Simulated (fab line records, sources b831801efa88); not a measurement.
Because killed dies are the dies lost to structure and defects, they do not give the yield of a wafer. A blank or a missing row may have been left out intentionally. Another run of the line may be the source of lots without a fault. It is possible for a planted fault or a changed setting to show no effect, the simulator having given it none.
A lot that was struck, set against a sound lot ; flow gf180mcu ; 14 steps out of a route of 602
Sound: these wafers, L997.1, L997.2, L997.6. Wafers struck: L105.4, L105.5, L105.6. The cause is given at the end.
For every step that has rows: the tool of each side, followed by ch and its chambers, followed by its first start. Under that, the readings that differ: sound wafers ; struck wafers ; difference of the means ; sigmas: that difference in standard deviations of wafers without a fault.
alike: readings whose means differ by less than 2 such deviations, and words and numbers that are the same on both sides. not compared: withheld readings, readings that some wafer has no value for, bounds like >300 that may hide the same value, and numbers for which the record gives no deviation and whose values overlap.
A row with sigmas, a row that says differs or no value, or rows on one side alone: a step with any of these is where the two part. Non-overlapping numbers with no deviation appear without sigmas and do not part them. A reading that every wafer of one side lacks parts them only if that side has two wafers or more.

GF_V5_CD_MEAS_14: the cd target is 260 nm.
  sound on cd-sem-02 at day 29 14:04; struck on cd-sem-02 at day 31 22:01
  alike: cd-nm
GF_V5_OVL_MEAS_15:
  sound on overlay-01 at day 29 14:11; struck on overlay-02 at day 31 22:05
reading;sound;struck;difference;sigmas
V5_OVL (nm);0 4 7;-11 -4 -14;-13;-3
then, 1 step without rows for these wafers: GF_V5_ETCH_16 (etches BARC in N2/H2).
GF_V5_ETCH_17: etches SiO2 in C4F8/O2/Ar, stops on TiN, target depth 855 nm.
  sound: rie-diel-04 ch 0,1; struck: rie-diel-04 ch 0,2,3
  alike: oes-product-au
GF_V5_STRIP_18: strips in O2/N2.
  sound on plasma-asher-03 ch 0,1, day 29 14:22; struck on plasma-asher-03 ch 0,1, day 31 22:18
  alike: drypump-motor-current-A, heater-power-w, oes-product-au
  not compared: rf-hours-counter-h
then, 2 steps without rows for these wafers: GF_V5_STRIP_19 (strips in post etch residue remover, time 1200 s); GF_V5_CLEAN_20 (cleans in DIW).
GF_V5_SPUTTER_21: material Ti, target thk 15 nm, time 80.02 s.
  sound on pvd-sputter-03 at day 29 14:56; struck on pvd-sputter-02 at day 31 22:48
  alike: throttle-valve-pct
GF_V5_SPUTTER_22: material TiN, target thk 10 nm, time 40 s.
  sound on pvd-sputter-03 at day 29 14:59; struck on pvd-sputter-02 at day 31 22:52
  alike: throttle-valve-pct
GF_V5_CVD_23: deposits W, target thk 350 nm, time 104.9 s.
  sound on cvd-w-02 ch 0,1, day 29 15:02; struck on cvd-w-01 ch 0,1, day 31 22:56
  alike: chamber-pressure-Torr, heater-power-w, susceptor-temp-C
GF_V5_RS_MEAS_24: uses a four-point probe to measure.
  sound on film-metro-02 at day 29 15:08; struck on film-metro-02 at day 31 23:04
  alike: V5_W_RS
GF_V5_THK_MEAS_25: measures by xrf.
  sound on film-metro-02 at day 29 15:16; struck on film-metro-02 at day 31 23:10
  alike: V5_W_THK
GF_V5_CMP_26: polishes, stops on SiO2, t overpolish 15 s, target thk 0 nm.
  sound on cmp-01 ch 1,3, day 29 15:19; struck on cmp-02 ch 0,1,3, day 31 23:20
  no value came back on the struck wafers for any of 7 readings (edge-zone-pressure-frac, head-pressure-psi (psi) and others); on the sound wafers edge-zone-pressure-frac reads 1.002 0.997 0.996
reading;sound;struck;difference;sigmas
model.W_of_V5_CVD_23.thk-nm (nm);0 0 0;349.3 351.6 350.2;+350.4;
GF_PASSIVATION_PROBE_99:
  the record has rows for the struck wafers here (prober-01, day 33 11:05) and none for the sound ones

WHERE THEY PART
Earliest at GF_V5_OVL_MEAS_15; latest, in this record, at GF_PASSIVATION_PROBE_99.

WHY: what had been put in by the simulator
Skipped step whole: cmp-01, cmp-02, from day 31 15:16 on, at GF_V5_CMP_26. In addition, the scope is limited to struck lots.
